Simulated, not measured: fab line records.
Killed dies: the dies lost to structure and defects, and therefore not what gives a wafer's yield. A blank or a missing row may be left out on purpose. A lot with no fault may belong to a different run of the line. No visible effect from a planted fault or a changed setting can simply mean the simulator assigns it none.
The same fault as seen by 2 desks || flow gf180mcu || each desk holds nothing but its own numbers, with what lay behind them at the end

== AT THE TOOL OWNER'S DESK: pvd sputter-01 ==
The tool's own readings at GF_M3_SPUTTER_03 (material Ti, target thk 10 nm, time 6.7 s): means of the sampled wafers that have a number, for each lot that ran on this tool. The brackets show how far a lot's mean lies from the usual mean; more than 4 standard deviations puts the lot out of limits, marked OUT.
Columns: A = throttle valve pct at GF_M3_SPUTTER_03, usual 29.8 %
{"lot": "L264", "first seen here": "day 21 10:21", "A": 30.8}
{"lot": "L271", "first seen here": "day 24 00:23", "A": 30.0}
This desk's finding: nothing out of limits on any of the 2 lots.

== THE METROLOGY DESK ==
What the gauges read for every lot (on any tool): the sampled wafers with a number, averaged. The brackets show how far a lot's mean lies from the usual mean; more than 4 standard deviations puts the lot out of limits, marked OUT.
Columns: A = MIM_ALCU_RS at GF_MIM_RS_MEAS_10, usual 0.1603 ohm/sq; B = TOP_METAL_ALCU_RS at GF_TOP_METAL_RS_MEAS_05, usual 0.0327 ohm/sq
{"lot": "L261", "first seen here": "day 24 17:24", "A": 0.1590, "B": 0.0323}
{"lot": "L262", "first seen here": "day 24 23:52", "A": 0.1626, "B": 0.0320}
{"lot": "L264", "first seen here": "day 25 22:58", "A": 0.1603, "B": 0.0325}
{"lot": "L266", "first seen here": "day 26 17:10", "A": 0.1612, "B": 0.0329}
{"lot": "L271", "first seen here": "day 27 22:36", "A": 0.1607, "B": 0.0327}
{"lot": "L272", "first seen here": "day 28 10:09", "A": 0.1600, "B": 0.0328}
{"lot": "L275", "first seen here": "day 29 11:33", "A": 0.1603, "B": 0.0331}
{"lot": "L279", "first seen here": "day 30 07:52", "A": 0.1596, "B": 0.0325}
{"lot": "L280", "first seen here": "day 30 12:53", "A": 0.1611, "B": 0.0328}
{"lot": "L281", "first seen here": "day 30 22:58", "A": 0.1590, "B": 0.0329}
{"lot": "L282", "first seen here": "day 31 06:29", "A": 0.1599, "B": 0.0329}
{"lot": "L283", "first seen here": "day 31 13:34", "A": 0.1605, "B": 0.0325}
{"lot": "L284", "first seen here": "day 31 14:47", "A": 0.1611, "B": 0.0323}
This desk's finding: nothing out of limits on any of the 13 lots.

== BROUGHT TOGETHER ==
The desk of the tool owner found nothing out of limits.
From the metrology desk's view, nothing was out of limits.

== WHAT WAS PUT IN BY THE SIMULATOR ==
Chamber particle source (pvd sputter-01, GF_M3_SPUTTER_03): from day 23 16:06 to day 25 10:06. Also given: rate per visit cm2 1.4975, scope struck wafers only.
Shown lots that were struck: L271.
